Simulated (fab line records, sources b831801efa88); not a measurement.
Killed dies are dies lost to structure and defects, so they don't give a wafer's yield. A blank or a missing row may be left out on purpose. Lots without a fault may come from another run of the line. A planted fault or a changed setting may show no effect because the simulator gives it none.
Chamber matching | flow gf180mcu | GF_STI_ETCH_13 on rie_diel-03: 4 sister chambers
The step etches the open film in CHF3/O2, stops on Si, target depth 282.31 nm, time 112.9 s. 14 wafers are shown with their chamber, then 7 later ones without.

WAFERS WITH THEIR CHAMBER
wafer  | chamber | drypump_motor_current_A (A) | oes_product_au (a.u.) | bias_w (W)
L117.1 | 0       | 5.3                         | 0.830                 | 201.0
L117.3 | 1       | 5.1                         | 0.832                 | 200.0
L117.6 | 2       | 5.9                         | 0.817                 | 198.7
L119.1 | 0       | 5.3                         | 0.828                 | 200.6
L119.3 | 2       | 5.9                         | 0.827                 | 199.8
L119.4 | 3       | 5.4                         | 0.824                 | 199.8
L132.1 | 2       | 5.9                         | 0.834                 | 198.8
L132.2 | 3       | 5.4                         | 0.832                 | 199.9
L132.6 | 1       | 5.1                         | 0.838                 | 200.0
L133.2 | 3       | 5.4                         | 0.824                 | 200.4
L133.3 | 0       | 5.2                         | 0.832                 | 199.3
L133.5 | 2       | 5.9                         | 0.841                 | 199.6
L134.1 | 3       | 5.5                         | 0.826                 | 200.9
L134.2 | 2       | 5.9                         | 0.831                 | 200.6

SIGNATURES (means of the wafers above)
reading                 | chamber 0 | chamber 1 | chamber 2 | chamber 3 | scatter within a chamber
drypump_motor_current_A | 5.267     | 5.100     | 5.900     | 5.425     | 0.0376
oes_product_au          | 0.83000   | 0.83500   | 0.83000   | 0.82650   | 0.0062
bias_w                  | 200.300   | 200.000   | 199.500   | 200.250   | 0.692
Rule: a wafer's distance from a chamber is the root of the sum, over the readings, of the square of ((its reading less the chamber's mean) divided by the reading's scatter). The wafer belongs to the nearest chamber; if the next one is less than 2 further off, it can't be placed. The scatter: the root of (the sum of the squares of (reading less its chamber's mean) over the shown wafers, divided by (wafers less chambers)).

WAFERS WITHOUT THEIR CHAMBER
wafer  | drypump_motor_current_A (A) | oes_product_au (a.u.) | bias_w (W)
L134.6 | 5.1                         | 0.838                 | 199.9
L136.1 | 5.3                         | 0.835                 | 198.9
L136.5 | 5.3                         | 0.839                 | 200.1
L136.6 | 5.1                         | 0.846                 | 200.8
L139.1 | 5.3                         | 0.826                 | 200.6
L139.3 | 5.4                         | 0.832                 | 201.6
L139.5 | 5.9                         | 0.834                 | 199.4

WHICH CHAMBER EACH WENT THROUGH
wafer  | from the rows above     | in truth
L134.6 | 1                       | 1
L136.1 | can't be placed: 0 or 3 | 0
L136.5 | 0                       | 0
L136.6 | 1                       | 1
L139.1 | 0                       | 0
L139.3 | can't be placed: 3 or 0 | 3
L139.5 | 2                       | 2
Placed correctly: 5 of 7. Can't be placed from these rows: 2 (the true chamber is among the candidates in 2). Placed wrongly: 0.
